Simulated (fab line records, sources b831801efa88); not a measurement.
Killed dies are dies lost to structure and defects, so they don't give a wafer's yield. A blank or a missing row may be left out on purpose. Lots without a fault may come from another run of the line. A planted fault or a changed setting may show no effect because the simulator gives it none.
Which tool did it? | flow gf180mcu | 11 lots, 33 wafers sampled, at 6 steps of a route of 602

WHAT THE GAUGES READ, wafer by wafer
GF_M2_RS_MEAS_05: measures by four-point-probe. Usual: M2_ALCU_RS 0.0695 ohm/sq, standard deviation 0.00092.
lot  | measured     | on            | M2_ALCU_RS (ohm/sq)  | flag
L520 | day 18 11:05 | film_metro-03 | 0.0702 0.0687 0.0691 |
L521 | day 18 20:44 | film_metro-02 | 0.0699 0.0694 0.0682 |
L524 | day 19 14:52 | film_metro-03 | 0.0697 0.0695 0.0687 |
L525 | day 20 07:41 | film_metro-04 | 0.0678 0.0695 0.0693 |
L527 | day 21 09:01 | film_metro-03 | 0.0713 0.0691 0.0712 |
L531 | day 22 19:17 | film_metro-04 | 0.0711 0.0715 0.0699 |
L532 | day 23 10:52 | film_metro-03 | 0.0692 0.0678 0.0675 |
L533 | day 24 03:41 | film_metro-02 | 0.0692 0.0699 0.0695 |
L536 | day 24 13:28 | film_metro-03 | 0.0695 0.0698 0.0689 |
L538 | day 24 18:14 | film_metro-03 | 0.0360 0.0690 0.0359 | OFF
L537 | day 24 21:23 | film_metro-02 | 0.0363 0.0692 0.0362 | OFF

GF_M2_THK_MEAS_06: measures by xrf. Usual: M2_ALCU_THK 448 nm, standard deviation 7.
lot  | measured     | on            | M2_ALCU_THK (nm) | flag
L520 | day 18 11:12 | film_metro-03 | 439 450 449      |
L521 | day 18 20:52 | film_metro-02 | 450 450 457      |
L524 | day 19 14:58 | film_metro-03 | 444 447 454      |
L525 | day 20 07:47 | film_metro-04 | 459 449 450      |
L527 | day 21 09:07 | film_metro-03 | 433 449 431      |
L531 | day 22 19:25 | film_metro-04 | 437 435 439      |
L532 | day 23 10:59 | film_metro-03 | 453 459 462      |
L533 | day 24 03:49 | film_metro-02 | 447 444 446      |
L536 | day 24 13:35 | film_metro-03 | 451 449 454      |
L538 | day 24 18:22 | film_metro-03 | 869 456 868      | OFF
L537 | day 24 21:31 | film_metro-02 | 848 449 852      | OFF

GF_M2_OVL_MEAS_15. Usual: M2_OVL -3 nm, standard deviation 5.9.
lot  | measured     | on         | M2_OVL (nm) | flag
L520 | day 19 11:10 | overlay-02 | -5 4 -3     |
L521 | day 19 21:12 | overlay-02 | -3 -6 -6    |
L524 | day 20 14:49 | overlay-01 | 0 1 -4      |
L525 | day 21 07:02 | overlay-02 | 11 5 -1     |
L527 | day 22 08:52 | overlay-01 | 3 -10 9     |
L531 | day 23 17:35 | overlay-01 | -8 -11 -7   |
L532 | day 24 09:40 | overlay-01 | -3 -8 3     |
L533 | day 25 02:35 | overlay-01 | -5 6 -3     |
L536 | day 25 11:21 | overlay-02 | 9 4 9       |
L538 | day 25 15:00 | overlay-01 | -8 3 2      |
L537 | day 25 19:03 | overlay-01 | -8 2 1      |

WHICH TOOL RAN EACH LOT (tool, then ch and the chambers of the sampled wafers, then the start)
lot  | GF_V1_STRIP_18                       | GF_V1_SPUTTER_22             | GF_M2_SPUTTER_02
L520 | plasma_asher-01 ch 0,1, day 18 09:36 | pvd_sputter-03, day 18 10:14 | pvd_sputter-02, day 18 10:59
L521 | plasma_asher-01 ch 1, day 18 19:17   | pvd_sputter-01, day 18 19:53 | pvd_sputter-04, day 18 20:39
L524 | plasma_asher-02 ch 0,1, day 19 13:23 | pvd_sputter-01, day 19 13:57 | pvd_sputter-02, day 19 14:43
L525 | plasma_asher-02 ch 0,1, day 20 06:08 | pvd_sputter-03, day 20 06:47 | pvd_sputter-02, day 20 07:33
L527 | plasma_asher-01 ch 0, day 21 07:32   | pvd_sputter-03, day 21 08:08 | pvd_sputter-01, day 21 08:54
L531 | plasma_asher-01 ch 0,1, day 22 17:50 | pvd_sputter-02, day 22 18:26 | pvd_sputter-01, day 22 19:12
L532 | plasma_asher-04 ch 0, day 23 09:17   | pvd_sputter-02, day 23 09:53 | pvd_sputter-04, day 23 10:46
L533 | plasma_asher-01 ch 0,1, day 24 02:14 | pvd_sputter-02, day 24 02:50 | pvd_sputter-04, day 24 03:36
L536 | plasma_asher-02 ch 0,1, day 24 12:00 | pvd_sputter-02, day 24 12:37 | pvd_sputter-04, day 24 13:23
L538 | plasma_asher-01 ch 0,1, day 24 16:47 | pvd_sputter-01, day 24 17:23 | pvd_sputter-04, day 24 18:09
L537 | plasma_asher-02 ch 0,1, day 24 19:56 | pvd_sputter-03, day 24 20:32 | pvd_sputter-04, day 24 21:18
- GF_V1_STRIP_18: strips in O2/N2.
- GF_V1_SPUTTER_22: material TiN, target thk 10 nm, time 40 s.
- GF_M2_SPUTTER_02: material AlCu, target thk 450 nm, time 23.9 s.

WHAT THE TOOLS THEMSELVES READ (means of the sampled wafers that have a number; where no wafer has one, the mark that the record gives instead)
GF_V1_STRIP_18. Usual: drypump_motor_current_A 5.6 A, standard deviation 0.41; heater_power_w 353 W, standard deviation 28; oes_product_au 0.593 a.u., standard deviation 0.0049.
lot  | tool            | drypump_motor_current_A (A) | heater_power_w (W) | oes_product_au (a.u.) | flag
L520 | plasma_asher-01 | 5.7                         | 364                | 0.596                 |
L521 | plasma_asher-01 | 5.6                         | 315                | 0.596                 |
L524 | plasma_asher-02 | 5.6                         | 357                | 0.586                 |
L525 | plasma_asher-02 | 5.3                         | 366                | 0.594                 |
L527 | plasma_asher-01 | 5.7                         | 382                | 0.589                 |
L531 | plasma_asher-01 | 5.7                         | 362                | 0.594                 |
L532 | plasma_asher-04 | 5.4                         | 355                | 0.593                 |
L533 | plasma_asher-01 | 5.7                         | 358                | 0.591                 |
L536 | plasma_asher-02 | 5.3                         | 364                | 0.592                 |
L538 | plasma_asher-01 | 5.7                         | 358                | 0.588                 |
L537 | plasma_asher-02 | 5.3                         | 363                | 0.592                 |

GF_V1_SPUTTER_22. Usual: throttle_valve_pct 29.9 %, standard deviation 1.4.
lot  | tool           | throttle_valve_pct (%) | flag
L520 | pvd_sputter-03 | 30.5                   |
L521 | pvd_sputter-01 | 29.1                   |
L524 | pvd_sputter-01 | 29.5                   |
L525 | pvd_sputter-03 | 30.0                   |
L527 | pvd_sputter-03 | 30.4                   |
L531 | pvd_sputter-02 | 30.2                   |
L532 | pvd_sputter-02 | 29.1                   |
L533 | pvd_sputter-02 | 29.5                   |
L536 | pvd_sputter-02 | 29.6                   |
L538 | pvd_sputter-01 | 29.6                   |
L537 | pvd_sputter-03 | 30.6                   |

GF_M2_SPUTTER_02. Usual: throttle_valve_pct 29.7 %, standard deviation 1.4.
lot  | tool           | throttle_valve_pct (%) | flag
L520 | pvd_sputter-02 | 29.4                   |
L521 | pvd_sputter-04 | 28.6                   |
L524 | pvd_sputter-02 | 29.3                   |
L525 | pvd_sputter-02 | 29.2                   |
L527 | pvd_sputter-01 | 29.8                   |
L531 | pvd_sputter-01 | 30.1                   |
L532 | pvd_sputter-04 | 29.2                   |
L533 | pvd_sputter-04 | 28.1                   |
L536 | pvd_sputter-04 | 28.5                   |
L538 | pvd_sputter-04 | 29.8                   |
L537 | pvd_sputter-04 | 29.1                   |

THE ANSWER, worked out from the rows above alone
Rule: a lot is off if the mean of its wafers that have a number lies more than 3 standard deviations from the usual mean. A lot without any number at a reading at which 4 lots or more have one is off too. The other lots that the step has rows for count as sound. The gauges are gone through in route order, then the tools' own readings, and for those a lot's mean is taken as printed above. The first step at which some lot is off is used, and at that step the reading that is off furthest; a lot without a number counts as furthest.
Off: L538, L537, at GF_M2_RS_MEAS_05 (M2_ALCU_RS).
A tool fits if, at a process step before that reading, it ran every lot that is off, and no sound lot after the first of them. The gauges at GF_M2_RS_MEAS_05 are tried like those tools. One fits: pvd_sputter-04 at GF_M2_SPUTTER_02. Its last sound lot is L536 (day 24 13:23), its first lot that is off L538 (day 24 18:09): a fault that began between those two fits.

WHAT THE SIMULATOR HAD PUT IN
Process parameter drift: pvd_sputter-04, from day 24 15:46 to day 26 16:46, at GF_M2_SPUTTER_02. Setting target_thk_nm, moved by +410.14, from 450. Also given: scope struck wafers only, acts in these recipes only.
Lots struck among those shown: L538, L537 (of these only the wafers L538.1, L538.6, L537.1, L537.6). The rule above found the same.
